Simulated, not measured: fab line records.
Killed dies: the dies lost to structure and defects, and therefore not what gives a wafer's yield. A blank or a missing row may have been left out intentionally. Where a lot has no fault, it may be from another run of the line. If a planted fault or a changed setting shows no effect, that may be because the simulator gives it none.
fab line records | flow sky130
record: lots: 24 wafers: 72 lastDay: 50
route steps=708 shown LI_CONTACT@386 LOCAL_INTERCONNECT@399 METAL2@487 METAL3@564 CAP2M@615 PASSIVATION@693
lots that met no fault: taken from a fault-free run of the same line
startH: hours from the record's first day to the start of the lot's first wafer shown | waitH: hours since the lot's step before | " as in the row above | L1.1+2: a single row standing in for several wafers | - no value present, or no start provided | * or withheld: withheld | < > ~ a bound
route shown NAME@n: names a module that has steps shown in the file, with the first one's number in the route | usual: mean and standard deviation over wafers with no fault | same: alike in all rows | chamber/n: place in a boat | sites: per-site readings | _std_site: standard deviation of those values | _edge_site: inner sites' mean taken away from outer sites' mean | radiusMm: for every site, how far away it sits from the centre of the wafer | mask NAME#n: copy n | behind: tool/chamber where the wafer was last shaped | hold: the reason the lot was held/the length of the hold in hours/how it ended | device: the transistor (n, p or np) that didn't switch | end of line: the tests these same wafers got at the end of their route | step lacking rows: just its recipe | killed: dies that structure and defects cost at the first sort, which is not the same as the wafer's yield | map: the dies of a wafer, with x for killed, . for not killed, _ for no die there
set.NAME: the setting the step ran with; set.NAME@STEP: the setting that earlier step ran with | model.NAME: the simulator's own value behind a step, which no gauge read
one table for each step of the route and one row for each wafer, over a sample of lots
services: a tool's chamber out of use, with start hour (startH, from the record's first day; less than 0 if before it), hours out, and reason
== steps ==
step: SKY_LI_CONTACT_CMP_24
recipe: stopOn: PSG tOverpolishS: 20 downForcePsi: 3.5 platenRpm: 60 targetThkNm: 0 padVelocityMS: 0.94248
usual: edgeZonePressureFrac: 0.999/0.0047 motorCurrentA: 11.1/0.68 overpolishRunS: 19.998/0.0087 timeToEndpointS: 99/4.2
columns lot.wafer tool chamber startH waitH edgeZonePressureFrac motorCurrentA overpolishRunS timeToEndpointS
L074.3 cmp-01 2 670.39 0.0 1.005 11.7 19.995 100
L074.6 " 2 " " 1.004 11.5 20.003 99
L074.5 " 3 " " 0.996 11.0 20.003 103
L075.3 cmp-01 1 677.30 0.1 1.000 11.4 19.993 103
L075.6 " 0 " " 1.002 11.4 19.991 98
L075.5 " 1 " " 0.995 11.2 20.000 103
L076.2 cmp-02 2 679.90 0.0 1.005 9.7 20.007 94
L076.4 " 1 " " 0.999 12.2 20.014 96
L076.6 " 3 " " 0.998 9.6 19.993 87
L077.4 cmp-02 2 693.70 0.0 0.997 10.2 19.997 96
L077.1 " 1 " " 0.993 12.7 19.995 99
L077.5 " 2 " " 0.998 10.2 19.993 94
L078.4 cmp-01 0 701.10 0.1 1.002 12.0 19.993 101
L078.1 " 2 " " 0.996 11.9 20.004 107
L078.5 " 1 " " 0.993 10.7 19.994 105
L079.2 cmp-01 2 715.01 0.2 1.000 11.1 20.000 99
L079.5 " 1 " " 1.004 11.7 19.988 97
L079.6 " 2 " " 0.999 10.9 20.009 100
L080.3 cmp-02 2 716.74 0.0 1.004 10.2 19.993 94
L080.4 " 3 " " 1.002 9.9 19.989 95
L080.1 " 1 " " 1.001 12.3 19.996 99
L081.4 cmp-01 3 725.66 0.1 0.996 10.7 19.999 105
L081.3 " 1 " " 0.991 11.9 19.987 102
L081.6 " 3 " " 1.001 10.8 20.005 104
L082.3 cmp-01 2 733.94 0.1 0.988 11.1 20.001 103
L082.4 " 3 " " 1.002 10.3 20.011 103
L082.6 " 1 " " 0.997 11.0 19.997 104
L083.4 cmp-01 3 748.20 1.6 0.998 10.6 19.979 108
L083.1 " 0 " " 0.998 11.4 19.985 100
L083.2 " 1 " " 0.995 11.7 20.006 100
L084.4 cmp-02 1 757.02 0.0 1.003 13.3 20.010 102
L084.1 " 2 " " 0.998 10.6 20.002 99
L084.2 " 0 " " 1.003 11.4 19.990 105
L085.4 cmp-01 2 758.22 0.0 0.992 10.9 20.005 106
L085.1 " 3 " " 0.999 10.9 19.992 106
L085.5 " 2 " " 0.998 11.3 20.007 104
L086.4 cmp-02 2 766.92 0.0 1.003 9.7 19.991 98
L086.2 " 1 " " 1.001 12.6 19.995 98
L086.5 " 2 " " 0.995 10.1 19.990 98
L087.3 cmp-02 2 771.06 0.1 0.998 10.3 19.998 93
L087.1 " 0 " " 1.000 11.1 19.995 99
L087.5 " 1 " " 1.011 12.7 19.994 95
L088.3 cmp-01 0 781.91 0.0 1.000 11.2 19.993 105
L088.4 " 1 " " 1.002 11.5 19.999 99
L088.1 " 3 " " 0.996 11.5 19.992 104
L089.1 cmp-01 3 792.70 0.1 1.003 11.2 19.997 105
L089.4 " 0 " " 1.004 11.3 20.003 102
L089.5 " 2 " " 0.995 10.7 19.992 99
L090.1 cmp-02 1 796.30 0.1 0.997 11.9 20.007 100
L090.4 " 0 " " 0.997 11.1 19.980 99
L090.5 " 1 " " 0.998 12.7 20.005 100
L091.3 cmp-01 1 806.79 0.2 1.005 11.8 20.011 100
L091.4 " 2 " " 1.000 11.2 19.994 99
L091.2 " 3 " " 1.001 11.1 19.989 100
L092.4 cmp-01 1 821.09 0.2 1.002 11.4 20.000 97
L092.5 " 2 " " 0.989 11.2 19.985 95
L092.6 " 3 " " 1.007 11.3 20.008 95
L094.4 cmp-01 2 862.99 0.1 0.997 11.2 19.993 101
L094.3 " 0 " " 1.001 11.4 19.989 100
L094.6 " 2 " " 0.998 11.3 19.995 103
L097.1 cmp-02 2 863.56 0.1 1.001 10.2 19.975 99
L097.2 " 3 " " 0.993 9.9 19.991 93
L097.4 " 1 " " 0.996 12.3 19.993 97
L095.1 cmp-01 2 864.19 0.1 0.998 11.5 20.002 99
L095.3 " 3 " " 0.998 11.5 19.994 100
L095.6 " 1 " " 1.005 11.3 19.984 99
L093.2 cmp-01 3 865.91 0.2 0.995 11.1 19.995 107
L093.5 " 0 " " 1.005 11.4 19.990 104
L093.6 " 1 " " 1.007 11.0 19.983 103
L096.2 cmp-02 2 870.44 0.0 0.998 10.0 20.011 92
L096.4 " 3 " " 1.002 10.2 20.006 91
L096.3 " 0 " " 1.000 11.1 20.005 101
step: SKY_LOCAL_INTERCONNECT_OVL_MEAS_12
usual: LOCAL_INTERCONNECT_OVL: -4/4.8
columns lot.wafer tool chamber startH waitH LOCAL_INTERCONNECT_OVL[nm]
L074.3 overlay-02 - 699.82 0.1 -4
L074.5 " - " " -3
L074.6 " - " " -7
L075.3 overlay-01 - 706.72 0.1 -9
L075.5 " - " " -9
L075.6 " - " " -4
L076.2 overlay-02 - 709.10 0.1 -9
L076.4 " - " " -4
L076.6 " - " " -4
L077.1 overlay-01 - 721.57 0.1 -10
L077.4 " - " " -6
L077.5 " - " " -7
L078.1 overlay-01 - 728.64 0.1 3
L078.4 " - " " -1
L078.5 " - " " 0
L079.2 overlay-02 - 742.25 0.1 -7
L079.5 " - " " -7
L079.6 " - " " -11
L080.1 overlay-01 - 744.70 0.1 -2
L080.3 " - " " -6
L080.4 " - " " 2
L081.3 overlay-02 - 753.53 0.1 -9
L081.4 " - " " -8
L081.6 " - " " -6
L082.3 overlay-02 - 761.52 0.1 -11
L082.4 " - " " -8
L082.6 " - " " -10
L083.1 overlay-01 - 775.91 0.1 -9
L083.2 " - " " -14
L083.4 " - " " -12
L084.1 overlay-01 - 784.19 0.1 2
L084.2 " - " " 5
L084.4 " - " " -8
L085.1 overlay-01 - 785.72 0.1 -9
L085.4 " - " " -10
L085.5 " - " " -9
L086.2 overlay-02 - 794.45 0.1 -1
L086.4 " - " " -6
L086.5 " - " " -2
L087.1 overlay-02 - 798.16 0.1 -3
L087.3 " - " " -2
L087.5 " - " " -3
L088.1 overlay-01 - 808.81 0.1 -1
L088.3 " - " " -4
L088.4 " - " " -4
L089.1 overlay-01 - 818.44 0.1 -1
L089.4 " - " " -6
L089.5 " - " " -8
L090.1 overlay-02 - 823.76 0.1 -1
L090.4 " - " " -1
L090.5 " - " " -4
L091.2 overlay-01 - 833.53 0.1 -7
L091.3 " - " " -2
L091.4 " - " " -3
L092.4 overlay-02 - 848.06 0.1 -2
L092.5 " - " " 2
L092.6 " - " " -7
L094.3 overlay-01 - 888.94 0.1 -6
L094.4 " - " " -9
L094.6 " - " " -7
L097.1 overlay-01 - 889.71 0.1 0
L097.2 " - " " -1
L097.4 " - " " -4
L095.1 overlay-02 - 890.66 0.1 -2
L095.3 " - " " -11
L095.6 " - " " -8
L093.2 overlay-02 - 892.58 0.1 -4
L093.5 " - " " 0
L093.6 " - " " 5
L096.2 overlay-02 - 896.52 0.1 -5
L096.3 " - " " 1
L096.4 " - " " 1
step: SKY_METAL2_SPUTTER_04
recipe: material: TiN targetThkNm: 70 powerW: 6500 timeS: 58.3 chamberPressurePa: 0.4
usual: throttleValvePct: 30.2/0.68
columns lot.wafer tool chamber startH waitH throttleValvePct
L074.3 pvdSputter-04 - 786.05 0.0 30.8
L074.5 " - " " 30.7
L074.6 " - " " 30.9
L075.3 pvdSputter-04 - 793.49 0.0 30.8
L075.5 " - " " 31.1
L075.6 " - " " 31.0
L076.2 pvdSputter-03 - 796.59 0.0 29.7
L076.4 " - " " 30.2
L076.6 " - " " 29.6
L077.1 pvdSputter-04 - 809.23 0.0 30.4
L077.4 " - " " 31.0
L077.5 " - " " 29.2
L078.1 pvdSputter-03 - 815.37 0.0 30.2
L078.4 " - " " 29.7
L078.5 " - " " 29.7
L079.2 pvdSputter-02 - 829.29 0.0 29.7
L079.5 " - " " 30.5
L079.6 " - " " 29.4
L080.1 pvdSputter-04 - 832.74 0.0 30.9
L080.3 " - " " 29.2
L080.4 " - " " 30.9
L081.3 pvdSputter-04 - 840.43 0.0 30.8
L081.4 " - " " 30.9
L081.6 " - " " 29.3
L082.3 pvdSputter-03 - 846.13 0.0 30.0
L082.4 " - " " 30.6
L082.6 " - " " 30.1
L083.1 pvdSputter-03 - 861.28 0.0 29.5
L083.2 " - " " 30.0
L083.4 " - " " 30.1
L084.1 pvdSputter-04 - 870.60 0.0 30.7
L084.2 " - " " 30.9
L084.4 " - " " 30.7
L085.1 pvdSputter-03 - 871.98 0.0 30.3
L085.4 " - " " 29.5
L085.5 " - " " 29.7
L086.2 pvdSputter-03 - 879.33 0.0 29.6
L086.4 " - " " 29.7
L086.5 " - " " 29.5
L087.1 pvdSputter-03 - 883.55 0.0 29.9
L087.3 " - " " 30.0
L087.5 " - " " 29.9
L088.1 pvdSputter-04 - 893.06 0.0 29.4
L088.3 " - " " 30.8
L088.4 " - " " 30.9
L089.1 pvdSputter-02 - 901.94 0.0 31.5
L089.4 " - " " 30.9
L089.5 " - " " 29.5
L090.1 pvdSputter-04 - 908.80 0.0 30.9
L090.4 " - " " 31.1
L090.5 " - " " 30.8
L091.2 pvdSputter-02 - 917.15 0.0 28.9
L091.3 " - " " 30.8
L091.4 " - " " 31.2
L092.4 pvdSputter-03 - 929.55 0.0 29.7
L092.5 " - " " 29.8
L092.6 " - " " 30.0
L094.3 pvdSputter-04 - 970.46 0.0 31.0
L094.4 " - " " 30.9
L094.6 " - " " 30.7
L097.1 pvdSputter-02 - 970.80 0.0 29.1
L097.2 " - " " 30.8
L097.4 " - " " 29.1
L095.1 pvdSputter-02 - 972.32 0.0 28.9
L095.3 " - " " 31.3
L095.6 " - " " 31.2
L093.2 pvdSputter-02 - 973.75 0.0 30.6
L093.5 " - " " 29.2
L093.6 " - " " 29.2
L096.2 pvdSputter-04 - 977.11 0.0 31.0
L096.3 " - " " 30.9
L096.4 " - " " 30.5
step: SKY_METAL3_OVL_MEAS_14
usual: METAL3_OVL: 0/5.1
columns lot.wafer tool chamber startH waitH METAL3_OVL[nm]
L074.3 overlay-01 - 894.62 0.1 -5
L074.5 " - " " -5
L074.6 " - " " -4
L075.3 overlay-02 - 901.06 0.1 -1
L075.5 " - " " -2
L075.6 " - " " 4
L076.2 overlay-01 - 905.76 0.1 -12
L076.4 " - " " -10
L076.6 " - " " -1
L077.1 overlay-01 - 916.84 0.1 -5
L077.4 " - " " 0
L077.5 " - " " 3
L078.1 overlay-01 - 921.91 0.1 -5
L078.4 " - " " -7
L078.5 " - " " -1
L079.2 overlay-02 - 935.76 0.1 -7
L079.5 " - " " -9
L079.6 " - " " -6
L080.1 overlay-02 - 937.50 0.1 2
L080.3 " - " " 4
L080.4 " - " " 3
L081.3 overlay-01 - 946.74 0.1 9
L081.4 " - " " 4
L081.6 " - " " 6
L082.3 overlay-01 - 952.32 0.1 3
L082.4 " - " " 12
L082.6 " - " " -3
L083.1 overlay-01 - 966.25 0.1 2
L083.2 " - " " 12
L083.4 " - " " 7
L084.1 overlay-01 - 974.91 0.1 -5
L084.2 " - " " 3
L084.4 " - " " 4
L085.1 overlay-02 - 976.04 0.1 -2
L085.4 " - " " 1
L085.5 " - " " -2
L086.2 overlay-01 - 981.56 0.1 4
L086.4 " - " " -3
L086.5 " - " " 7
L087.1 overlay-02 - 986.11 0.1 10
L087.3 " - " " 3
L087.5 " - " " 4
L088.1 overlay-02 - 995.79 0.1 -4
L088.3 " - " " 1
L088.4 " - " " -4
L089.1 overlay-02 - 1003.54 0.1 5
L089.4 " - " " 2
L089.5 " - " " 7
L090.1 overlay-01 - 1009.84 0.1 1
L090.4 " - " " -1
L090.5 " - " " 9
L091.2 overlay-01 - 1015.51 0.1 3
L091.3 " - " " -1
L091.4 " - " " 3
L092.4 overlay-02 - 1028.46 0.1 -6
L092.5 " - " " -6
L092.6 " - " " -2
L094.3 overlay-01 - 1063.81 0.1 -5
L094.4 " - " " -10
L094.6 " - " " -9
L097.1 overlay-01 - 1065.60 0.1 -6
L097.2 " - " " -7
L097.4 " - " " -5
L095.1 overlay-01 - 1066.11 0.1 -6
L095.3 " - " " 1
L095.6 " - " " -2
L093.2 overlay-02 - 1068.16 0.1 3
L093.5 " - " " -4
L093.6 " - " " 0
L096.2 overlay-02 - 1071.81 0.1 2
L096.3 " - " " 6
L096.4 " - " " 1
step: SKY_CAP2M_OVL_MEAS_12
usual: CAP2M_OVL: -0.8/1.5
columns lot.wafer tool chamber startH waitH CAP2M_OVL[nm]
L074.3 overlay-02 - 947.38 0.1 -2.2
L074.5 " - " " -2.8
L074.6 " - " " -2.4
L075.3 overlay-01 - 954.55 0.1 -0.8
L075.5 " - " " -0.7
L075.6 " - " " -1.4
L076.2 overlay-02 - 958.83 0.1 -3.0
L076.4 " - " " -0.2
L076.6 " - " " -0.2
L077.1 overlay-01 - 970.38 0.1 1.8
L077.4 " - " " 0.9
L077.5 " - " " -0.8
L078.1 overlay-02 - 973.35 0.1 -1.3
L078.4 " - " " -1.4
L078.5 " - " " -0.7
L079.2 overlay-02 - 987.03 0.1 1.3
L079.5 " - " " 0.8
L079.6 " - " " 0.8
L080.1 overlay-01 - 989.45 0.1 2.6
L080.3 " - " " 2.0
L080.4 " - " " 1.4
L081.3 overlay-02 - 997.59 0.1 0.0
L081.4 " - " " -2.1
L081.6 " - " " 1.5
L082.3 overlay-01 - 1002.47 0.1 -1.5
L082.4 " - " " -3.1
L082.6 " - " " -3.0
L083.1 overlay-01 - 1016.28 0.1 -0.9
L083.2 " - " " -0.6
L083.4 " - " " -1.5
L084.1 overlay-01 - 1023.95 0.1 -1.9
L084.2 " - " " -1.2
L084.4 " - " " -1.6
L085.1 overlay-01 - 1026.00 0.1 1.5
L085.4 " - " " 0.6
L085.5 " - " " 2.1
L086.2 overlay-01 - 1031.01 0.1 0.9
L086.4 " - " " -1.2
L086.5 " - " " -0.3
L087.1 overlay-02 - 1033.48 0.1 -1.7
L087.3 " - " " -1.1
L087.5 " - " " -1.9
L088.1 overlay-01 - 1043.88 0.1 -2.6
L088.3 " - " " -2.2
L088.4 " - " " -2.5
L089.1 overlay-01 - 1051.13 0.1 1.6
L089.4 " - " " 1.5
L089.5 " - " " 1.2
L090.1 overlay-01 - 1057.28 0.1 -0.6
L090.4 " - " " -3.0
L090.5 " - " " -3.4
L091.2 overlay-01 - 1062.49 0.1 -0.9
L091.3 " - " " 1.3
L091.4 " - " " 1.1
L092.4 overlay-01 - 1074.34 0.1 -1.8
L092.5 " - " " -1.5
L092.6 " - " " -2.8
L094.3 overlay-01 - 1107.22 0.1 -1.6
L094.4 " - " " -1.9
L094.6 " - " " -1.8
L097.1 overlay-01 - 1109.42 0.1 0.1
L097.2 " - " " -0.7
L097.4 " - " " 0.4
L095.1 overlay-01 - 1109.93 0.1 -1.4
L095.3 " - " " -3.1
L095.6 " - " " -0.8
L093.2 overlay-01 - 1110.73 0.1 0.7
L093.5 " - " " -1.6
L093.6 " - " " -0.5
L096.2 overlay-02 - 1115.43 0.1 -1.9
L096.3 " - " " -2.6
L096.4 " - " " -3.8
step: SKY_PASSIVATION_STRIP_12
recipe: chemistry: O2/N2 powerW: 1400 pressureMtorr: 1500 platenTempC: withheld overashFraction: 0.7 o2FlowSccm: 3000 n2FlowSccm: 300
usual: drypumpMotorCurrentA: 5.9/0.62 oesProductAu: 0.660/0.0046 stripTimeToEndpointS: 31.50/0.14
columns lot.wafer tool chamber startH waitH drypumpMotorCurrentA oesProductAu rfHoursCounterH stripTimeToEndpointS
L074.3 plasmaAsher-02 0 1044.29 0.1 5.2 0.661 - 31.58
L074.5 " 1 " " 6.6 0.659 - 31.66
L074.6 " 0 " " 5.2 0.654 - 31.47
L075.3 plasmaAsher-04 0 1050.31 0.1 6.5 0.655 - 31.38
L075.5 " 1 " " 5.4 0.658 - 31.55
L075.6 " 0 " " 6.5 0.648 - 31.53
L076.2 plasmaAsher-02 1 1054.13 0.1 6.5 0.652 58 31.49
L076.4 " 1 " " 6.6 0.663 - 31.60
L076.6 " 0 " " 5.2 0.662 - 31.58
L077.1 plasmaAsher-02 1 1064.44 0.1 6.5 0.665 59 31.68
L077.4 " 1 " " 6.6 0.655 - 31.65
L077.5 " 0 " " 5.2 0.661 - 31.69
L078.1 plasmaAsher-02 0 1067.93 0.1 5.2 0.664 59 31.50
L078.4 " 0 " " 5.2 0.663 - 31.71
L078.5 " 1 " " 6.5 0.666 - 31.67
L079.2 plasmaAsher-02 1 1079.98 0.1 6.6 0.665 61 31.61
L079.5 " 1 " " 6.5 0.660 - 31.57
L079.6 " 0 " " 5.2 0.659 - 31.84
L080.1 plasmaAsher-02 0 1081.01 0.1 5.2 0.655 61 31.50
L080.3 " 1 " " 6.5 0.661 - 31.76
L080.4 " 0 " " 5.2 0.655 - 31.60
L081.3 plasmaAsher-04 1 1089.12 0.1 5.3 0.656 - 31.59
L081.4 " 0 " " 6.5 0.662 - 31.54
L081.6 " 1 " " 5.3 0.658 - 31.58
L082.3 plasmaAsher-04 1 1093.86 0.1 5.4 0.666 - 31.52
L082.4 " 0 " " 6.5 0.654 - 31.42
L082.6 " 0 " " 6.5 0.655 - 31.41
L083.1 plasmaAsher-03 1 1105.54 0.1 5.5 0.667 3 31.56
L083.2 " 0 " " 6.7 0.661 3 31.64
L083.4 " 0 " " 6.7 0.671 - 31.85
L084.1 plasmaAsher-02 1 1111.96 0.1 6.6 0.658 64 31.55
L084.2 " 0 " " 5.2 0.655 64 31.46
L084.4 " 1 " " 6.6 0.656 - 31.45
L085.1 plasmaAsher-02 1 1114.06 0.1 6.6 0.650 64 31.45
L085.4 " 1 " " 6.5 0.670 - 31.30
L085.5 " 0 " " 5.2 0.656 - 31.44
L086.2 plasmaAsher-03 1 1119.41 0.1 5.5 0.658 4 31.75
L086.4 " 1 " " 5.5 0.657 - 31.54
L086.5 " 1 " " 5.5 0.661 - 31.63
L087.1 plasmaAsher-02 0 1120.54 0.1 5.2 0.664 65 31.27
L087.3 " 1 " " 6.5 0.664 - 31.32
L087.5 " 1 " " 6.5 0.669 - 31.28
L088.1 plasmaAsher-04 0 1131.21 0.1 6.5 0.663 100 31.34
L088.3 " 1 " " 5.3 0.654 - 31.34
L088.4 " 0 " " 6.5 0.659 - 31.51
L089.1 plasmaAsher-04 1 1137.11 0.1 5.3 0.661 100 31.31
L089.4 " 0 " " 6.4 0.660 - 31.33
L089.5 " 0 " " 6.5 0.655 - 31.26
L090.1 plasmaAsher-04 1 1141.58 0.1 5.3 0.652 101 31.45
L090.4 " 0 " " 6.5 0.657 - 31.31
L090.5 " 1 " " 5.3 0.665 - 31.51
L091.2 plasmaAsher-03 1 1145.51 0.1 5.5 0.666 7 31.22
L091.3 " 1 " " 5.5 0.665 - 31.26
L091.4 " 0 " " 6.7 0.656 - 31.35
L092.4 plasmaAsher-04 0 1157.50 0.0 6.5 0.657 - 31.43
L092.5 " 1 " " 5.3 0.659 - 31.63
L092.6 " 0 " " 6.5 0.659 - 31.43
L094.3 plasmaAsher-04 1 1182.30 0.1 5.3 0.667 - 31.30
L094.4 " 0 " " 6.5 0.667 - 31.36
L094.6 " 1 " " 5.4 0.660 - 31.39
L097.1 plasmaAsher-04 1 1183.68 0.1 5.3 0.660 106 31.66
L097.2 " 0 " " 6.5 0.665 106 31.43
L097.4 " 1 " " 5.3 0.659 - 31.36
L095.1 plasmaAsher-04 0 1185.53 0.1 6.5 0.664 106 31.36
L095.3 " 1 " " 5.4 0.651 - 31.47
L095.6 " 1 " " 5.4 0.653 - 31.47
L093.2 plasmaAsher-04 1 1185.88 0.1 5.4 0.665 107 31.44
L093.5 " 1 " " 5.4 0.661 - 31.31
L093.6 " 0 " " 6.5 0.654 - 31.47
L096.2 plasmaAsher-03 1 1191.53 0.1 5.5 0.662 13 31.71
L096.3 " 0 " " 6.7 0.656 - 31.38
L096.4 " 1 " " 5.5 0.658 - 31.50
== services ==
columns tool chamber startH hours kind
cmp-02 - 652.46 1.8 repair
pvdSputter-04 - 670.41 0.5 repair
cmp-02 - 711.11 3.6 pm
cmp-02 - 721.48 5.5 pm
cmp-02 - 744.10 4.0 pm
cmp-01 - 745.24 2.0 repair
cmp-02 - 764.08 1.6 repair
cmp-02 - 771.63 0.9 repair
plasmaAsher-04 - 822.83 26.3 repair
plasmaAsher-04 - 830.65 1.9 repair
pvdSputter-04 - 848.46 4.0 repair
pvdSputter-04 - 848.78 3.6 repair
plasmaAsher-04 - 849.17 2.8 pm
cmp-01 - 877.82 12.5 repair
cmp-01 - 890.29 3.9 pm
cmp-01 - 912.16 4.0 pm
cmp-01 - 978.68 4.7 repair
pvdSputter-04 - 988.84 52.3 repair
cmp-01 - 1083.62 0.3 repair
cmp-01 - 1104.73 0.5 repair
pvdSputter-04 - 1108.19 9.8 repair
cmp-01 - 1111.44 0.5 repair
pvdSputter-04 - 1138.74 2.5 repair
cmp-01 - 1187.46 4.0 pm
== key ==
fault none
